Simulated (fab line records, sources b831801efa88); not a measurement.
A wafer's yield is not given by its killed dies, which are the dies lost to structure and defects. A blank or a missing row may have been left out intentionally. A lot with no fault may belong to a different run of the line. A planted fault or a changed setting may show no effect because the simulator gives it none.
2 desks, one fault -- flow gf180mcu -- each desk has only its own numbers; what lay behind them comes last

THE METROLOGY DESK
What the gauges read, lot by lot, whatever tool the lot ran on: means of the sampled wafers that have a number. The brackets show how far a lot's mean lies from the usual mean; more than 4 standard deviations puts the lot out of limits, marked OUT.
Columns: A = M5_OVL at GF_M5_OVL_MEAS_08, usual 2 nm; B = V5_OVL at GF_V5_OVL_MEAS_15, usual 0 nm; C = V5_W_RS at GF_V5_RS_MEAS_24, usual 0.329 ohm/sq; D = V5_W_THK at GF_V5_THK_MEAS_25, usual 339 nm
lot,first seen here,A,B,C,D
L619,day 26 05:59,-3,-1,0.331,333
L623,day 27 21:18,5,-4,0.329,341
L626,day 28 17:11,-0,-1,0.329,337
L628,day 29 12:25,-4,5,0.329,339
L629,day 29 21:28,3,11,0.328,339
L632,day 30 10:20,9,2,0.416 (+20) OUT,274 (-12) OUT
L633,day 30 11:34,-3,5,0.414 (+19) OUT,280 (-11) OUT
L635,day 31 03:13,-4,5,0.365 (+8.1) OUT,313 (-5.0) OUT
L637,day 31 17:00,7,2,0.326,344
L641,day 32 12:49,4,-10,0.331,341
L642,day 32 23:10,4,3,0.330,344
Per this desk, out of limits: L632, L633, L635; the first was L632, day 31 07:05 (V5_W_RS at GF_V5_RS_MEAS_24). L619, L623, L626, L628, L629, L637, L641, L642 stayed within limits.

DESK OF THE TOOL OWNER: cvdW-01
The tool's own readings at GF_V5_CVD_23 (deposits W, target thk 350 nm, time 104.9 s): means of the sampled wafers that have a number, for each lot that ran on this tool. The brackets show how far a lot's mean lies from the usual mean; more than 4 standard deviations puts the lot out of limits, marked OUT.
Columns: A = chamberPressureTorr at GF_V5_CVD_23, usual 39.99 Torr; B = heaterPowerW at GF_V5_CVD_23, usual 983 W
lot,first seen here,A,B
L623,day 28 18:50,40.06,904
L628,day 30 08:53,39.88,931
L632,day 31 06:57,27.29 (-99 or more) OUT,923
L633,day 31 07:40,27.37 (-99 or more) OUT,934
L635,day 31 22:23,33.62 (-73) OUT,891
This desk's finding: out of limits on L632, L633, L635; first on L632, day 31 06:57 (chamberPressureTorr at GF_V5_CVD_23). L623, L628 stayed within limits.

BROUGHT TOGETHER
At day 31 06:57, on L632, L633, L635, the tool owner's desk was in a position to raise an alarm.
An alarm was possible from the metrology desk at day 31 07:05, on L632, L633, L635.
All the named lots went through GF_V5_CVD_23 on cvdW-01.

WHAT THE SIMULATOR HAD INSERTED
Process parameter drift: cvdW-01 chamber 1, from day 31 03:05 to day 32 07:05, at GF_V5_CVD_23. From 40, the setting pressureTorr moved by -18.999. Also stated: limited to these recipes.
Shown lots that were struck: L632, L633, L635.
Time in hours from fault onset to the first out-of-limits reading at each desk: tool owner's desk 4, metrology desk 4.
